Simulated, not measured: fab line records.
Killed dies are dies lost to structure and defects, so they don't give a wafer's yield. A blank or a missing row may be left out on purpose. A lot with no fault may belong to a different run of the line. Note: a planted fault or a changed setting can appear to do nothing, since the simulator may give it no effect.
Which tool did it? | flow gf180mcu | 14 lots, 42 wafers sampled, at 4 steps of a route of 602

WHAT THE GAUGES READ, wafer by wafer
GF_V1_THK_MEAS_01. Usual: V1_CVD_00_THK 600 nm, standard deviation 6.2.
lot  | measured     | on            | V1_CVD_00_THK (nm) | flag
L772 | day 17 17:14 | film metro-03 | 611 609 603        |
L774 | day 19 00:32 | film metro-04 | 604 598 599        |
L775 | day 19 07:01 | film metro-03 | 591 602 593        |
L776 | day 19 14:59 | film metro-04 | 607 605 602        |
L777 | day 19 21:37 | film metro-03 | 604 603 608        |
L778 | day 20 07:49 | film metro-03 | 591 602 592        |
L779 | day 21 00:06 | film metro-03 | 594 592 599        |
L781 | day 21 16:07 | film metro-03 | 611 608 606        |
L782 | day 22 00:25 | film metro-04 | 598 601 602        |
L784 | day 22 06:35 | film metro-04 | 597 604 596        |
L786 | day 23 02:26 | film metro-01 | 593 590 603        |
L787 | day 23 11:07 | film metro-01 | 606 604 595        |
L789 | day 23 23:37 | film metro-01 | 604 602 600        |
L792 | day 24 20:40 | film metro-03 | 591 601 604        |

EACH LOT AND THE TOOL THAT RAN IT (in order: tool; ch and the chambers of the sampled wafers; start)
lot  | GF_VT_IMPLANT_DEVELOP_17          | GF_HV_LDD_ETCHBACK_58              | GF_CONTACT_CVD_24
L772 | litho track-02 ch 0, day 6 16:32  | rie diel-02 ch 1,2, day 13 00:48   | cvd w-02 ch 0,1, day 16 16:09
L774 | litho track-01 ch 0, day 7 14:07  | rie diel-02 ch 0,1,3, day 14 03:32 | cvd w-01 ch 0,1, day 17 22:59
L775 | litho track-02 ch 0, day 7 17:40  | rie diel-01 ch 0,1,3, day 14 09:56 | cvd w-02 ch 0,1, day 18 05:14
L776 | litho track-01 ch 0, day 7 23:04  | rie diel-01 ch 1,2, day 14 15:42   | cvd w-01 ch 0,1, day 18 13:02
L777 | litho track-01 ch 0, day 8 03:49  | rie diel-01 ch 0,1,2, day 14 20:36 | cvd w-01 ch 0,1, day 18 19:14
L778 | litho track-02 ch 0, day 8 12:13  | rie diel-04 ch 1,2, day 15 07:00   | cvd w-01 ch 0,1, day 19 05:45
L779 | litho track-02 ch 0, day 8 17:37  | rie diel-02 ch 0,2,3, day 15 20:41 | cvd w-01 ch 0,1, day 19 22:00
L781 | litho track-03 ch 0, day 9 06:32  | rie diel-04 ch 0,2,3, day 16 13:33 | cvd w-01 ch 0,1, day 20 14:14
L782 | litho track-02 ch 0, day 9 11:16  | rie diel-02 ch 2,3, day 16 18:38   | cvd w-02 ch 0, day 20 22:38
L784 | litho track-01 ch 0, day 9 21:03  | rie diel-04 ch 0,1,3, day 17 02:39 | cvd w-02 ch 0,1, day 21 05:09
L786 | litho track-03 ch 0, day 10 10:37 | rie diel-02 ch 1,2, day 17 22:43   | cvd w-01 ch 0,1, day 22 02:14
L787 | litho track-01 ch 0, day 10 17:54 | rie diel-04 ch 2,3, day 18 08:47   | cvd w-01 ch 1, day 22 10:53
L789 | litho track-02 ch 0, day 11 03:26 | rie diel-02 ch 0,1,2, day 18 21:04 | cvd w-01 ch 0,1, day 22 23:32
L792 | litho track-01 ch 0, day 12 01:47 | rie diel-04 ch 1,2, day 19 19:35   | cvd w-02 ch 0,1, day 23 20:53
- GF_VT_IMPLANT_DEVELOP_17: develop time 60 s.
- GF_HV_LDD_ETCHBACK_58: etches Si3N4 in CH3F/O2, stops on SiO2, time 100 s, target depth 90 nm.
- GF_CONTACT_CVD_24: deposits W, target thk 300 nm, time 90.339 s.

WHAT THE TOOLS THEMSELVES READ (means of the sampled wafers that have a number; where no wafer has one, the mark that the record gives instead)
GF_VT_IMPLANT_DEVELOP_17. Usual: developer temp C 22.99 C, standard deviation 0.11; exhaust pa 44.7 Pa, standard deviation 0.88.
lot  | tool           | developer temp C (C) | exhaust pa (Pa) | flag
L772 | litho track-02 | 22.93                | 43.2            |
L774 | litho track-01 | 22.99                | 44.7            |
L775 | litho track-02 | 22.93                | 45.6            |
L776 | litho track-01 | 22.87                | 44.9            |
L777 | litho track-01 | 22.93                | 45.4            |
L778 | litho track-02 | 22.95                | 43.8            |
L779 | litho track-02 | 23.20                | 45.9            |
L781 | litho track-03 | 23.01                | 45.0            |
L782 | litho track-02 | 22.94                | 44.9            |
L784 | litho track-01 | 23.02                | 45.0            |
L786 | litho track-03 | 22.88                | 45.3            |
L787 | litho track-01 | 22.06                | 44.5            | OFF
L789 | litho track-02 | 23.01                | 45.3            |
L792 | litho track-01 | 22.14                | 45.6            | OFF

GF_HV_LDD_ETCHBACK_58. Usual: drypump motor current A 5.8 A, standard deviation 0.45; oes product au 0.842 a.u., standard deviation 0.006; rf fwd power W 397.9 W, standard deviation 1.3; throttle valve pct 10.560 %, standard deviation 0.0087.
lot  | tool        | drypump motor current A (A) | oes product au (a.u.) | rf fwd power W (W) | throttle valve pct (%) | flag
L772 | rie diel-02 | 6.1                         | 0.844                 | 397.5              | 10.557                 |
L774 | rie diel-02 | 5.6                         | 0.839                 | 398.7              | 10.562                 |
L775 | rie diel-01 | 5.9                         | 0.849                 | 398.0              | 10.565                 |
L776 | rie diel-01 | 5.7                         | 0.841                 | 399.0              | 10.559                 |
L777 | rie diel-01 | 5.8                         | 0.837                 | 398.7              | 10.564                 |
L778 | rie diel-04 | 5.7                         | 0.840                 | 398.2              | 10.570                 |
L779 | rie diel-02 | 5.7                         | 0.844                 | 397.9              | 10.562                 |
L781 | rie diel-04 | 5.9                         | 0.841                 | 397.1              | 10.564                 |
L782 | rie diel-02 | 5.6                         | 0.837                 | 398.5              | 10.561                 |
L784 | rie diel-04 | 5.9                         | 0.853                 | 398.2              | 10.562                 |
L786 | rie diel-02 | 6.2                         | 0.838                 | 398.4              | 10.559                 |
L787 | rie diel-04 | 5.6                         | 0.839                 | 396.5              | 10.568                 |
L789 | rie diel-02 | 5.9                         | 0.845                 | 397.4              | 10.562                 |
L792 | rie diel-04 | 5.8                         | 0.848                 | 398.0              | 10.556                 |

GF_CONTACT_CVD_24. Usual: 940 W for heater power w, sd 100.
lot  | tool     | heater power w (W) | flag
L772 | cvd w-02 | 1006               |
L774 | cvd w-01 | 900                |
L775 | cvd w-02 | 984                |
L776 | cvd w-01 | 865                |
L777 | cvd w-01 | 868                |
L778 | cvd w-01 | 907                |
L779 | cvd w-01 | 882                |
L781 | cvd w-01 | 910                |
L782 | cvd w-02 | 932                |
L784 | cvd w-02 | 1086               |
L786 | cvd w-01 | 884                |
L787 | cvd w-01 | 939                |
L789 | cvd w-01 | 871                |
L792 | cvd w-02 | 1014               |

THE ANSWER, worked out from the rows above alone
Rule: lot off if the mean of its wafers having a number is beyond 3 standard deviations from the usual mean. A lot without any number at a reading at which 4 lots or more have one is off too. The other lots that the step has rows for count as sound. The gauges are gone through in route order, then the tools' own readings, and for those a lot's mean is taken as printed above. At the first step where some lot is off, the reading lying furthest off is the one used; lots without a number count as furthest.
Off at GF_VT_IMPLANT_DEVELOP_17 (developer temp C): L787, L792.
If a tool, at that step or one of the process steps before it, ran each lot that is off and ran no sound lot following the first of them, it fits. One fits: GF_VT_IMPLANT_DEVELOP_17 on litho track-01. A fault onset in the window from L784 (day 9 21:03, its last sound lot) to L787 (day 10 17:54, its first lot off) fits.
The tool's own readings at GF_VT_IMPLANT_DEVELOP_17 bear it out: on the lots that are off they differ by more than 5 times the standard deviation of the sound lots' means. developer temp C reads 22.10 C there against 22.97 C on the sound lots.

WHAT THE SIMULATOR HAD PUT IN
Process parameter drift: litho track-01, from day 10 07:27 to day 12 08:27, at GF_VT_IMPLANT_DEVELOP_17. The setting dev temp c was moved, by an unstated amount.
Shown lots that were struck: L787, L792. The rule above reached the same finding.
